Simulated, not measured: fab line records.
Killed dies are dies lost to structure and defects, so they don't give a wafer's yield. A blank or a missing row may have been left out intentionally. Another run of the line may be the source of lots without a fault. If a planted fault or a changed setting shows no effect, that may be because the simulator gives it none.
Split-lot study :: flow sky130 :: 23 wafers read across 5 lots, on a route 708 steps long

ON THE SPLIT
At SKY_CAP2M_SPUTTER_02 (material TiN, target thk 200 nm, time 166.7 s), the setting chamber-pressure-pa was moved away from the recipe's 0.4 Pa on 15 of the 23 wafers read, by -9.7% to +10.6%. This setting was run at the recipe's value on the other wafers.

The reading is taken at the split's own step.

THE READING
TiN_of_CAP2M_SPUTTER_02.thk-nm (the simulator's own value, which no gauge read), in nm, at SKY_CAP2M_SPUTTER_02 (material TiN, target thk 200 nm, time 166.7 s). There is no usual value for it anywhere in the file. Average 197.8 nm, standard deviation 0.96 nm, over the 8 wafers here run with the recipe.

wafer: L074.1
tool, chamber at the split: pvd-sputter-03, -
chamber-pressure-pa as run, Pa: 0.4157
against the recipe: +3.9%
TiN_of_CAP2M_SPUTTER_02.thk-nm, nm: 197.7
against lot-mates on the recipe: no lot-mate on the recipe

wafer: L074.2
tool, chamber at the split: pvd-sputter-03, -
chamber-pressure-pa as run, Pa: 0.4157
against the recipe: +3.9%
TiN_of_CAP2M_SPUTTER_02.thk-nm, nm: 196.6
against lot-mates on the recipe: no lot-mate on the recipe

wafer: L074.4
tool, chamber at the split: pvd-sputter-03, -
chamber-pressure-pa as run, Pa: 0.4157
against the recipe: +3.9%
TiN_of_CAP2M_SPUTTER_02.thk-nm, nm: 198.7
against lot-mates on the recipe: no lot-mate on the recipe

wafer: L074.5
tool, chamber at the split: pvd-sputter-03, -
chamber-pressure-pa as run, Pa: 0.4157
against the recipe: +3.9%
TiN_of_CAP2M_SPUTTER_02.thk-nm, nm: 197.4
against lot-mates on the recipe: no lot-mate on the recipe

wafer: L074.6
tool, chamber at the split: pvd-sputter-03, -
chamber-pressure-pa as run, Pa: 0.4157
against the recipe: +3.9%
TiN_of_CAP2M_SPUTTER_02.thk-nm, nm: 197.3
against lot-mates on the recipe: no lot-mate on the recipe

wafer: L077.1
tool, chamber at the split: pvd-sputter-01, -
chamber-pressure-pa as run, Pa: 0.3613
against the recipe: -9.7%
TiN_of_CAP2M_SPUTTER_02.thk-nm, nm: 204.2
against lot-mates on the recipe: no lot-mate on the recipe

wafer: L077.2
tool, chamber at the split: pvd-sputter-01, -
chamber-pressure-pa as run, Pa: 0.3613
against the recipe: -9.7%
TiN_of_CAP2M_SPUTTER_02.thk-nm, nm: 200.9
against lot-mates on the recipe: no lot-mate on the recipe

wafer: L077.3
tool, chamber at the split: pvd-sputter-01, -
chamber-pressure-pa as run, Pa: 0.3613
against the recipe: -9.7%
TiN_of_CAP2M_SPUTTER_02.thk-nm, nm: 202.2
against lot-mates on the recipe: no lot-mate on the recipe

wafer: L077.4
tool, chamber at the split: pvd-sputter-01, -
chamber-pressure-pa as run, Pa: 0.3613
against the recipe: -9.7%
TiN_of_CAP2M_SPUTTER_02.thk-nm, nm: 204.1
against lot-mates on the recipe: no lot-mate on the recipe

wafer: L077.6
tool, chamber at the split: pvd-sputter-01, -
chamber-pressure-pa as run, Pa: 0.3613
against the recipe: -9.7%
TiN_of_CAP2M_SPUTTER_02.thk-nm, nm: 200.3
against lot-mates on the recipe: no lot-mate on the recipe

wafer: L083.4
tool, chamber at the split: pvd-sputter-04, -
chamber-pressure-pa as run, Pa: 0.4
against the recipe: recipe
TiN_of_CAP2M_SPUTTER_02.thk-nm, nm: 197.9
against lot-mates on the recipe: -

wafer: L083.5
tool, chamber at the split: pvd-sputter-04, -
chamber-pressure-pa as run, Pa: 0.4
against the recipe: recipe
TiN_of_CAP2M_SPUTTER_02.thk-nm, nm: 196.6
against lot-mates on the recipe: -

wafer: L083.6
tool, chamber at the split: pvd-sputter-04, -
chamber-pressure-pa as run, Pa: 0.4
against the recipe: recipe
TiN_of_CAP2M_SPUTTER_02.thk-nm, nm: 196.7
against lot-mates on the recipe: -

wafer: L081.1
tool, chamber at the split: pvd-sputter-04, -
chamber-pressure-pa as run, Pa: 0.4423
against the recipe: +10.6%
TiN_of_CAP2M_SPUTTER_02.thk-nm, nm: 195.1
against lot-mates on the recipe: no lot-mate on the recipe

wafer: L081.2
tool, chamber at the split: pvd-sputter-04, -
chamber-pressure-pa as run, Pa: 0.4423
against the recipe: +10.6%
TiN_of_CAP2M_SPUTTER_02.thk-nm, nm: 194.6
against lot-mates on the recipe: no lot-mate on the recipe

wafer: L081.4
tool, chamber at the split: pvd-sputter-04, -
chamber-pressure-pa as run, Pa: 0.4423
against the recipe: +10.6%
TiN_of_CAP2M_SPUTTER_02.thk-nm, nm: 197.7
against lot-mates on the recipe: no lot-mate on the recipe

wafer: L081.5
tool, chamber at the split: pvd-sputter-04, -
chamber-pressure-pa as run, Pa: 0.4423
against the recipe: +10.6%
TiN_of_CAP2M_SPUTTER_02.thk-nm, nm: 194.5
against lot-mates on the recipe: no lot-mate on the recipe

wafer: L081.6
tool, chamber at the split: pvd-sputter-04, -
chamber-pressure-pa as run, Pa: 0.4423
against the recipe: +10.6%
TiN_of_CAP2M_SPUTTER_02.thk-nm, nm: 195.3
against lot-mates on the recipe: no lot-mate on the recipe

wafer: L085.1
tool, chamber at the split: pvd-sputter-03, -
chamber-pressure-pa as run, Pa: 0.4
against the recipe: recipe
TiN_of_CAP2M_SPUTTER_02.thk-nm, nm: 197.5
against lot-mates on the recipe: -

wafer: L085.2
tool, chamber at the split: pvd-sputter-03, -
chamber-pressure-pa as run, Pa: 0.4
against the recipe: recipe
TiN_of_CAP2M_SPUTTER_02.thk-nm, nm: 199.9
against lot-mates on the recipe: -

wafer: L085.3
tool, chamber at the split: pvd-sputter-03, -
chamber-pressure-pa as run, Pa: 0.4
against the recipe: recipe
TiN_of_CAP2M_SPUTTER_02.thk-nm, nm: 198
against lot-mates on the recipe: -

wafer: L085.4
tool, chamber at the split: pvd-sputter-03, -
chamber-pressure-pa as run, Pa: 0.4
against the recipe: recipe
TiN_of_CAP2M_SPUTTER_02.thk-nm, nm: 197.7
against lot-mates on the recipe: -

wafer: L085.6
tool, chamber at the split: pvd-sputter-03, -
chamber-pressure-pa as run, Pa: 0.4
against the recipe: recipe
TiN_of_CAP2M_SPUTTER_02.thk-nm, nm: 198.2
against lot-mates on the recipe: -

THE FIT
A straight line over all 23 wafers: TiN_of_CAP2M_SPUTTER_02.thk-nm changes by -0.333 nm for each +1% of chamber-pressure-pa; r = -0.88; the points scatter about the line by 1.3 nm.
Too few moved wafers with a lot-mate on the recipe to fit a line net of each lot's own level.

FILE'S OWN FIT
TiN_of_CAP2M_SPUTTER_02.thk-nm changes by -0.334 nm for each +1% of chamber-pressure-pa, r = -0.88.
